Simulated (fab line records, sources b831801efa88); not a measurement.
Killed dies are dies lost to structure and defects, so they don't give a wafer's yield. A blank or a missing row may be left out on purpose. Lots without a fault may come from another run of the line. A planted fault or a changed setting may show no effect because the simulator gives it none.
fab line records | flow sky130
record lots=11 wafers=33 last_day=50
route steps=708 shown VT_ADJUST_HVTR@142 SONOS_ONO@173 POLY_GATE@204 RES_PROTECT@214 PAD_OPEN@708
lots that met no fault: from a run of the same line without faults
start_h: hours from the record's first day to the start of the lot's first wafer shown | wait_h: hours since the lot's step before | " the same as in the row above | L1.1+2: a row that stands for several wafers | - no value, or no start given | * or withheld: withheld | < > ~ a bound
route shown NAME@n: a module of which the file shows steps, and the number in the route of the first | usual: mean/standard deviation of fault-free wafers | same: alike in all rows | chamber/n: place in a boat | sites: the reading at each site | _std_site: their standard deviation | _edge_site: outer sites' mean less inner sites' | radius_mm: how far each site lies from the wafer's centre | mask NAME#n: copy n | behind: the tool/chamber that last shaped the wafer | hold: why the lot was held/for how many hours/how that ended | device: the transistor (n, p or np) that didn't switch | end of line: the same wafers' tests at the end of the route | a step without rows: its recipe alone | killed: dies lost to structure and defects at the first sort, not the wafer's yield | map: a wafer's dies, x killed, . not, _ none there
set.NAME: the setting as run; set.NAME@STEP: as run at that earlier step | model.NAME: the simulator's own value behind a step, which no gauge read
steps of the route over a sample of lots; a table a step, a row a wafer
services: from which hour (start_h, from the record's first day; less than 0 if before it) a tool's chamber was out of use, for how many hours, and why
## steps
# step SKY_VT_ADJUST_HVTR_TW_MEAS_11
# usual VT_ADJUST_HVTR_TW=212.5/2.6
# columns lot.wafer tool chamber start_h wait_h VT_ADJUST_HVTR_TW
L185.2 film_metro-03 - 197.11 0.1 207.7
L185.4 " - " " 208.7
L185.6 " - " " 209.8
L187.1 film_metro-01 - 224.05 0.1 216.3
L187.3 " - " " 216.0
L187.5 " - " " 215.2
L186.3 film_metro-01 - 224.77 0.1 214.7
L186.4 " - " " 215.5
L186.5 " - " " 215.1
L189.1 film_metro-02 - 230.84 0.1 213.7
L189.5 " - " " 213.3
L189.6 " - " " 213.1
L188.1 film_metro-01 - 232.45 0.1 214.8
L188.4 " - " " 215.4
L188.5 " - " " 215.0
L193.1 film_metro-02 - 258.40 0.1 212.8
L193.2 " - " " 212.0
L193.5 " - " " 213.0
L194.3 film_metro-02 - 269.87 0.1 213.0
L194.4 " - " " 212.5
L194.6 " - " " 212.4
L198.1 film_metro-03 - 292.79 0.1 209.7
L198.3 " - " " 210.1
L198.6 " - " " 208.3
L207.1 film_metro-03 - 366.80 0.1 207.1
L207.4 " - " " 207.7
L207.6 " - " " 208.5
L206.1 film_metro-01 - 367.10 0.1 215.0
L206.2 " - " " 214.6
L206.3 " - " " 214.9
L208.2 film_metro-02 - 382.96 0.1 214.0
L208.5 " - " " 213.7
L208.6 " - " " 214.1
# step SKY_SONOS_ONO_THK_MEAS_05
# recipe reads=SiO2_of_SONOS_ONO_CVD_04
# usual SONOS_ONO_CVD_04_THK=5.71/0.087
# columns lot.wafer tool chamber start_h wait_h SONOS_ONO_CVD_04_THK[nm]
L185.2 film_metro-04 - 248.79 0.0 5.82
L185.4 " - " " 5.79
L185.6 " - " " 5.80
L187.1 film_metro-04 - 273.65 0.0 5.71
L187.3 " - " " 5.55
L187.5 " - " " 5.55
L186.3 film_metro-01 - 276.50 0.0 5.86
L186.4 " - " " 5.75
L186.5 " - " " 5.68
L189.1 film_metro-01 - 281.81 0.0 5.59
L189.5 " - " " 5.54
L189.6 " - " " 5.55
L188.1 film_metro-01 - 285.47 0.0 5.57
L188.4 " - " " 5.70
L188.5 " - " " 5.62
L193.1 film_metro-04 - 313.19 0.0 5.81
L193.2 " - " " 5.85
L193.5 " - " " 5.75
L194.3 film_metro-01 - 324.35 0.0 5.70
L194.4 " - " " 5.68
L194.6 " - " " 5.63
L198.1 film_metro-01 - 351.98 0.0 5.80
L198.3 " - " " 5.77
L198.6 " - " " 5.79
L207.1 film_metro-03 - 431.08 0.0 5.71
L207.4 " - " " 5.77
L207.6 " - " " 5.76
L206.1 film_metro-04 - 432.33 0.0 5.60
L206.2 " - " " 5.64
L206.3 " - " " 5.64
L208.2 film_metro-03 - 449.38 0.0 5.65
L208.5 " - " " 5.65
L208.6 " - " " 5.67
# step SKY_POLY_GATE_CVD_00
# recipe material=poly-Si target_thk_nm=180 temp_c=620 time_s=720 pressure_mtorr=200
# usual pressure_mtorr=200.0/0.45
# columns lot.wafer tool chamber start_h wait_h pressure_mtorr
L185.2 lpcvd-01 0 302.66 0.0 200.1
L185.4 " 0 " " 200.2
L185.6 " 0 " " 199.6
L187.1 lpcvd-01 1 328.74 0.0 199.8
L187.3 " 1 " " 200.5
L187.5 " 1 " " 199.8
L186.3 lpcvd-01 1 334.17 0.0 200.0
L186.4 " 1 " " 200.1
L186.5 " 1 " " 200.7
L189.1 lpcvd-01 0 340.20 0.0 199.8
L189.5 " 0 " " 199.7
L189.6 " 0 " " 199.4
L188.1 lpcvd-01 1 346.26 0.0 199.9
L188.4 " 1 " " 200.0
L188.5 " 1 " " 199.4
L193.1 lpcvd-01 0 373.46 0.0 199.5
L193.2 " 0 " " 200.0
L193.5 " 0 " " 200.3
L194.3 lpcvd-01 1 384.70 0.0 199.3
L194.4 " 1 " " 199.6
L194.6 " 1 " " 199.9
L198.1 lpcvd-01 0 413.33 0.0 160.0
L198.3 " 0 " " 159.9
L198.6 " 0 " " 160.3
L207.1 lpcvd-01 0 495.73 0.0 200.1
L207.4 " 0 " " 199.9
L207.6 " 0 " " 200.0
L206.1 lpcvd-01 1 498.29 0.0 199.8
L206.2 " 1 " " 200.1
L206.3 " 1 " " 199.5
L208.2 lpcvd-01 0 514.58 1.0 199.4
L208.5 " 0 " " 200.2
L208.6 " 0 " " 199.8
# step SKY_POLY_GATE_THK_MEAS_01
# recipe reads=poly-Si_of_POLY_GATE_CVD_00
# usual POLY_GATE_CVD_00_THK=179.8/1.2
# columns lot.wafer tool chamber start_h wait_h POLY_GATE_CVD_00_THK[nm]
L185.2 film_metro-04 - 303.87 0.0 180.1
L185.4 " - " " 180.0
L185.6 " - " " 179.7
L187.1 film_metro-02 - 329.94 0.0 180.0
L187.3 " - " " 180.3
L187.5 " - " " 179.6
L186.3 film_metro-03 - 335.39 0.0 178.9
L186.4 " - " " 178.9
L186.5 " - " " 178.9
L189.1 film_metro-04 - 341.40 0.0 179.4
L189.5 " - " " 179.5
L189.6 " - " " 179.6
L188.1 film_metro-04 - 347.46 0.0 179.8
L188.4 " - " " 179.9
L188.5 " - " " 180.8
L193.1 film_metro-02 - 374.66 0.0 180.9
L193.2 " - " " 178.5
L193.5 " - " " 180.9
L194.3 film_metro-02 - 385.92 0.0 178.6
L194.4 " - " " 180.1
L194.6 " - " " 178.7
L198.1 film_metro-03 - 414.53 0.0 162.4
L198.3 " - " " 162.3
L198.6 " - " " 160.6
L207.1 film_metro-03 - 496.93 0.0 183.0
L207.4 " - " " 181.7
L207.6 " - " " 180.8
L206.1 film_metro-03 - 499.49 0.0 180.1
L206.2 " - " " 180.6
L206.3 " - " " 179.0
L208.2 film_metro-03 - 515.79 0.0 179.7
L208.5 " - " " 180.3
L208.6 " - " " 178.9
# step SKY_RES_PROTECT_STRIP_07
# recipe chemistry=O2/N2 power_w=1400 pressure_mtorr=1500 platen_temp_c=withheld o2_flow_sccm=3000 n2_flow_sccm=300 overash_fraction=0.5
# usual drypump_motor_current_A=5.8/0.35 oes_product_au=0.518/0.0052 strip_time_to_endpoint_s=23.30/0.047
# columns lot.wafer tool chamber start_h wait_h drypump_motor_current_A oes_product_au rf_hours_counter_h strip_time_to_endpoint_s
L185.2 plasma_asher-03 0 330.59 0.1 5.9 0.526 19 23.25
L185.4 " 1 " " 5.7 0.523 - 23.27
L185.6 " 0 " " 5.9 0.519 - 23.28
L187.1 plasma_asher-01 0 357.29 0.1 5.5 0.512 56 23.30
L187.3 " 0 " " 5.5 0.511 - 23.31
L187.5 " 0 " " 5.5 0.522 - 23.34
L186.3 plasma_asher-01 0 362.37 0.1 5.4 0.515 - 23.29
L186.4 " 1 " " 5.8 0.518 - 23.28
L186.5 " 1 " " 5.8 0.519 - 23.32
L189.1 plasma_asher-01 0 369.29 0.1 5.5 0.508 57 23.28
L189.5 " 0 " " 5.5 0.512 - 23.32
L189.6 " 1 " " 5.8 0.517 - 23.32
L188.1 plasma_asher-03 1 374.59 0.1 5.7 0.512 22 23.23
L188.4 " 0 " " 5.9 0.519 - 23.24
L188.5 " 0 " " 5.9 0.516 - 23.24
L193.1 plasma_asher-04 0 403.74 0.1 6.3 0.515 76 23.36
L193.2 " 1 " " 5.2 0.527 76 23.37
L193.5 " 1 " " 5.3 0.515 - 23.33
L194.3 plasma_asher-01 1 415.58 0.1 5.8 0.512 - 23.32
L194.4 " 0 " " 5.4 0.516 - 23.21
L194.6 " 0 " " 5.4 0.510 - 23.26
L198.1 plasma_asher-03 0 445.44 0.1 5.9 0.522 29 23.35
L198.3 " 0 " " 5.9 0.516 - 23.34
L198.6 " 0 " " 5.9 0.521 - 23.31
L207.1 plasma_asher-04 0 526.49 0.1 6.3 0.517 89 23.36
L207.4 " 1 " " 5.2 0.518 - 23.36
L207.6 " 1 " " 5.2 0.508 - 23.34
L206.1 plasma_asher-04 1 529.44 0.1 5.2 0.518 89 23.38
L206.2 " 0 " " 6.3 0.517 89 23.38
L206.3 " 1 " " 5.2 0.520 - 23.38
L208.2 plasma_asher-04 0 545.54 0.1 6.3 0.524 91 23.21
L208.5 " 0 " " 6.3 0.515 - 23.28
L208.6 " 1 " " 5.2 0.517 - 23.27
# step SKY_POLY_GATE_ETCH_17
# recipe target_depth_nm=180 stop_on=SiO2 over_etch_frac=0.56667 chemistry=HBr/Cl2 target=poly-Si icp_w=400 bias_w=100 pressure_mtorr=10 HBr_flow_sccm=150 Cl2_flow_sccm=50 time_s=70.5
# usual drypump_motor_current_A=5.5/0.41 oes_product_au=0.987/0.0077 throttle_valve_pct=33.685/0.0095
# columns lot.wafer tool chamber start_h wait_h drypump_motor_current_A oes_product_au rf_hours_counter_h throttle_valve_pct
L185.2 rie_si-02 3 360.68 0.0 5.7 0.994 78 33.669
L185.4 " 0 " " 5.0 0.985 76 33.695
L185.6 " 3 " " 5.8 0.989 - 33.687
L187.1 rie_si-02 1 389.07 0.0 5.2 0.998 5 33.685
L187.3 " 0 " " 5.1 1.000 76 33.705
L187.5 " 0 " " 5.1 0.987 - 33.685
L186.3 rie_si-01 0 393.92 0.0 5.0 0.987 73 33.690
L186.4 " 1 " " 5.8 0.969 1 33.665
L186.5 " 2 " " 5.4 0.986 - 33.683
L189.1 rie_si-02 2 400.78 0.0 5.7 0.989 73 33.710
L189.5 " 2 " " 5.7 0.996 - 33.693
L189.6 " 0 " " 5.0 0.988 - 33.682
L188.1 rie_si-02 0 406.22 0.0 5.0 0.975 77 33.691
L188.4 " 0 " " 5.0 0.979 - 33.687
L188.5 " 2 " " 5.7 1.001 - 33.696
L193.1 rie_si-02 3 438.13 0.0 5.7 0.986 0 33.671
L193.2 " 0 " " 5.0 0.976 0 33.686
L193.5 " 3 " " 5.7 0.987 - 33.676
L194.3 rie_si-01 1 448.23 0.0 5.8 0.979 2 33.690
L194.4 " 3 " " 6.4 0.983 1 33.694
L194.6 " 1 " " 5.8 0.976 - 33.685
L198.1 rie_si-01 2 477.56 0.1 5.4 0.928 2 33.684
L198.3 " 3 " " 6.4 0.921 1 33.691
L198.6 " 2 " " 5.4 0.921 - 33.680
L207.1 rie_si-01 0 558.12 0.0 5.0 0.981 1 33.684
L207.4 " 1 " " 5.8 0.988 2 33.700
L207.6 " 2 " " 5.5 0.989 - 33.687
L206.1 rie_si-02 3 560.68 0.0 5.8 0.991 1 33.689
L206.2 " 2 " " 5.7 0.984 0 33.671
L206.3 " 1 " " 5.2 0.989 6 33.684
L208.2 rie_si-02 1 577.02 0.0 5.2 0.991 6 33.683
L208.5 " 0 " " 5.0 0.996 - 33.686
L208.6 " 3 " " 5.7 0.978 - 33.687
# step SKY_PAD_OPEN_PROBE_99
# usual killed_at_M0_to_M3=44/6.5 killed_at_M4_up=3.3/1.9 killed_at_contacts=23/4.7 killed_at_front_end=15/4.5 killed_at_other=0.2/0.52 killed_dies=86/8.9 killed_open=47/6.8 killed_short=39/6.1
# same gross_dies=492 killed_at_back_side=0
# columns lot.wafer tool chamber start_h wait_h killed_at_M0_to_M3 killed_at_M4_up killed_at_contacts killed_at_front_end killed_at_other killed_dies killed_open killed_short
L193.1 prober-01 - 1114.56 0.1 41 5 26 10 0 82 55 27
L193.2 prober-01 - 1114.61 0.1 45 2 23 12 0 82 40 42
L193.5 prober-01 - 1114.76 0.2 44 1 29 5 0 79 48 31
L194.3 prober-02 - 1119.68 0.2 33 3 22 14 0 72 41 31
L194.4 prober-02 - 1119.73 0.2 48 7 13 16 0 84 47 37
L194.6 prober-02 - 1119.83 0.2 27 2 21 27 1 78 41 37
# killed by level:class
L193.1 CONTACT:geometric_particle:open=11 LI_CONTACT:geometric_particle:open=10 VIA3:geometric_particle:open=9 VIA1:geometric_particle:open=8 METAL2:geometric_particle:short=6 VIA2:geometric_particle:open=5 METAL4:geometric_particle:short=5 POLY_GATE:geometric_particle:open=3
L193.2 METAL2:geometric_particle:short=14 CONTACT:geometric_particle:open=9 VIA1:geometric_particle:open=9 VIA3:geometric_particle:open=5 LOCAL_INTERCONNECT:geometric_particle:short=5 CONTACT:geometric_particle:short=5 VIA2:geometric_particle:open=5 FIELD_ISO:geometric_particle:short=3
L193.5 CONTACT:geometric_particle:open=15 VIA3:geometric_particle:open=11 VIA1:geometric_particle:open=10 METAL1:geometric_particle:short=7 LI_CONTACT:geometric_particle:open=7 METAL2:geometric_particle:short=7 LOCAL_INTERCONNECT:geometric_particle:short=4 VIA1:geometric_particle:short=4
L194.3 CONTACT:geometric_particle:open=9 VIA1:geometric_particle:open=7 CONTACT:geometric_particle:short=6 METAL1:geometric_particle:short=5 VIA2:geometric_particle:short=5 FIELD_ISO:geometric_particle:open=4 POLY_GATE:geometric_particle:open=4 LI_CONTACT:geometric_particle:open=4
L194.4 VIA1:geometric_particle:open=11 METAL2:geometric_particle:short=6 VIA3:geometric_particle:open=6 FIELD_ISO:geometric_particle:open=5 VIA1:geometric_particle:short=5 POLY_GATE:geometric_particle:short=5 VIA2:geometric_particle:open=5 CONTACT:geometric_particle:open=4
L194.6 FIELD_ISO:geometric_particle:open=9 FIELD_ISO:geometric_particle:short=9 LI_CONTACT:geometric_particle:open=8 VIA3:geometric_particle:open=7 CONTACT:geometric_particle:short=5 VIA2:geometric_particle:short=5 VIA1:geometric_particle:open=4 CONTACT:geometric_particle:open=4
## services
# columns tool chamber start_h hours kind
rie_si-01 - 321.41 0.2 repair
plasma_asher-03 - 367.33 7.1 repair
rie_si-02 - 376.74 2.8 pm
rie_si-02 3 396.31 - clean
rie_si-02 3 396.31 24.8 scheduled_down
rie_si-02 3 396.31 24.8 vent_cycle
rie_si-01 3 397.92 3.8 repair
rie_si-01 0 418.90 - clean
rie_si-01 0 418.90 17.2 scheduled_down
rie_si-01 0 418.90 17.2 vent_cycle
rie_si-02 0 421.09 - clean
rie_si-02 0 421.09 16.5 scheduled_down
rie_si-02 0 421.09 16.5 vent_cycle
rie_si-01 3 426.53 5.1 repair
plasma_asher-01 - 428.32 2.8 pm
rie_si-02 2 437.57 - clean
rie_si-02 2 437.57 18.5 scheduled_down
rie_si-02 2 437.57 18.5 vent_cycle
rie_si-01 2 482.13 1.8 repair
rie_si-02 2 573.73 13.0 repair
## key
first_sign step=SKY_POLY_GATE_CVD_00 reading=pressure_mtorr direction=down sigmas=89 usual=200.0 struck=160.0
effect step=SKY_POLY_GATE_THK_MEAS_01 reading=POLY_GATE_CVD_00_THK direction=down sigmas=15 usual=179.8 struck=161.8
effect step=SKY_POLY_GATE_ETCH_17 reading=oes_product_au direction=down sigmas=8.3 usual=0.987 struck=0.923
met_at SKY_POLY_GATE_CVD_00
struck_lots L198
struck_wafers L198.1,L198.3,L198.6
tester_left_out L198
not_acting_at SKY_VT_ADJUST_HVTR_TW_MEAS_11,SKY_SONOS_ONO_THK_MEAS_05,SKY_RES_PROTECT_STRIP_07
onset_between 373.46 413.33
fault kind=process_parameter_drift tool=lpcvd-01 chamber=0 onset_h=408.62 steps=SKY_POLY_GATE_CVD_00 channel=pressure_mtorr offset=-40 shape=step end_h=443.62 stated=200
# tester_left_out: of these lots the tester's yield and bins aren't shown, on N5 and GAA mostly nor the transistor test; their killed dies are dies lost to structure and defects alone, not to doping, threshold or leakage, so they don't give the yield
